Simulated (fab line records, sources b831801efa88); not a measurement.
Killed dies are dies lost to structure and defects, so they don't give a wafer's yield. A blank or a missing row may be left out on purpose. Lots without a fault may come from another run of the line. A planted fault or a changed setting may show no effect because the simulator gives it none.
A struck lot beside a sound one | flow sky130 | 15 steps out of a route of 708
Sound: wafers L316.1, L316.2, L316.3. Struck: wafers L325.1, L325.4, L325.5. The cause comes at the end.
At each step with rows: each side's tool, then ch and its chambers, then its first start. Under that, the readings that differ: sound wafers | struck wafers | difference of the means | sigmas: that difference in standard deviations of wafers without a fault.
alike: readings whose means differ by less than 2 such deviations, and words and numbers that are the same on both sides. not compared: withheld readings, readings that some wafer has no value for, bounds like >300 that may hide the same value, and numbers for which the record gives no deviation and whose values overlap.
The two part at a step that has a row with sigmas, a row that says differs or no value, or rows on one side only. Numbers that don't overlap but have no deviation are shown without sigmas and don't part them. A reading that every wafer of one side lacks parts them only if that side has two wafers or more.

SKY_VIA1_STRIP_16: strips in O2/N2.
  sound on plasma_asher-01 ch 0,1, day 36 07:28; struck on plasma_asher-04 ch 0,1, day 38 10:14
  reading                      | sound             | struck            | difference | sigmas
  strip_time_to_endpoint_s (s) | 4.441 4.436 4.440 | 4.489 4.492 4.475 | +0.046     | +3
  alike: drypump_motor_current_A, oes_product_au
  not compared: rf_hours_counter_h
then, 4 steps without rows for these wafers: SKY_VIA1_STRIP_17 (strips in post etch residue remover, time 1200 s); SKY_VIA1_CLEAN_18 (cleans in IPA, time 180 s); SKY_VIA1_CLEAN_19 (cleans in O3/DIW); SKY_VIA1_SPUTTER_20 (material TiN, target thk 20 nm, time 80 s).
SKY_VIA1_CVD_21: deposits W, target thk 270 nm, time 80.902 s.
  sound on cvd_w-02 ch 0,1, day 36 08:08; struck on cvd_w-02 ch 0,1, day 38 10:53
  alike: heater_power_w
SKY_VIA1_RS_MEAS_22: measures by four-point-probe.
  sound on film_metro-02, day 36 08:13; struck on film_metro-01, day 38 10:59
  alike: VIA1_W_RS
SKY_VIA1_THK_MEAS_23: measures by xrf.
  sound on film_metro-02, day 36 08:20; struck on film_metro-01, day 38 11:06
  alike: VIA1_W_THK
SKY_VIA1_CMP_24: polishes, stops on SiO2, t overpolish 15 s, target thk 0 nm.
  sound on cmp-02 ch 0,1,3, day 36 08:30; struck on cmp-01 ch 1,3, day 38 11:13
  alike: motor_current_A, overpolish_run_s, time_to_endpoint_s
then, 2 steps without rows for these wafers: SKY_METAL2_SPUTTER_00 (material Ti, target thk 15 nm, time 10 s); SKY_METAL2_SPUTTER_01 (material TiN, target thk 20 nm, time 16.7 s).
SKY_METAL2_SPUTTER_02: material AlCu, target thk 250 nm, time 13.3 s.
  sound on pvd_sputter-04, day 36 08:51; struck on pvd_sputter-04, day 38 11:31
  alike: cathode_dc_power_W, throttle_valve_pct
SKY_METAL2_SPUTTER_03: material Ti, target thk 5 nm, time 3.3 s.
  sound on pvd_sputter-04, day 36 08:52; struck on pvd_sputter-04, day 38 11:32
  reading                                   | sound                | struck               | difference | sigmas
  cathode_dc_power_W (W)                    | 3000.2 2999.7 2999.4 | 3248.8 3248.6 3247.7 | +248.6     | +99 or more
  model.Ti_of_METAL2_SPUTTER_03.thk_nm (nm) | 4.933 4.778 4.881    | 5.345 5.357 5.29     | +0.467     |
  alike: throttle_valve_pct
SKY_METAL2_SPUTTER_04: material TiN, target thk 70 nm, time 58.3 s.
  sound on pvd_sputter-04, day 36 08:53; struck on pvd_sputter-04, day 38 11:33
  alike: cathode_dc_power_W, throttle_valve_pct
-- the record jumps here: 11 days lie between the struck wafers' starts before and after (it left off in module METAL2 and takes up again in module PAD_OPEN, whose first step shown is number 708 of the route) --
SKY_PAD_OPEN_PROBE_99:
  sound on prober-02, day 47 09:11; struck on prober-01, day 49 06:23
  alike: defect_limited_yield, killed_at_M0_to_M3, killed_at_M4_up, killed_at_contacts, killed_at_front_end, killed_at_other, killed_dies, killed_on_rim, killed_open, killed_short, sort_bin_3_pad_short, sort_bin_5_function, sort_bin_6_memory, sort_n_pass, sort_yield_pct

WHERE THEY PART
First at SKY_VIA1_STRIP_16; last, within this record, at SKY_METAL2_SPUTTER_03. Later steps at which nothing parts them and some readings are alike: SKY_METAL2_SPUTTER_04, SKY_PAD_OPEN_PROBE_99.

WHY: what the simulator had put in
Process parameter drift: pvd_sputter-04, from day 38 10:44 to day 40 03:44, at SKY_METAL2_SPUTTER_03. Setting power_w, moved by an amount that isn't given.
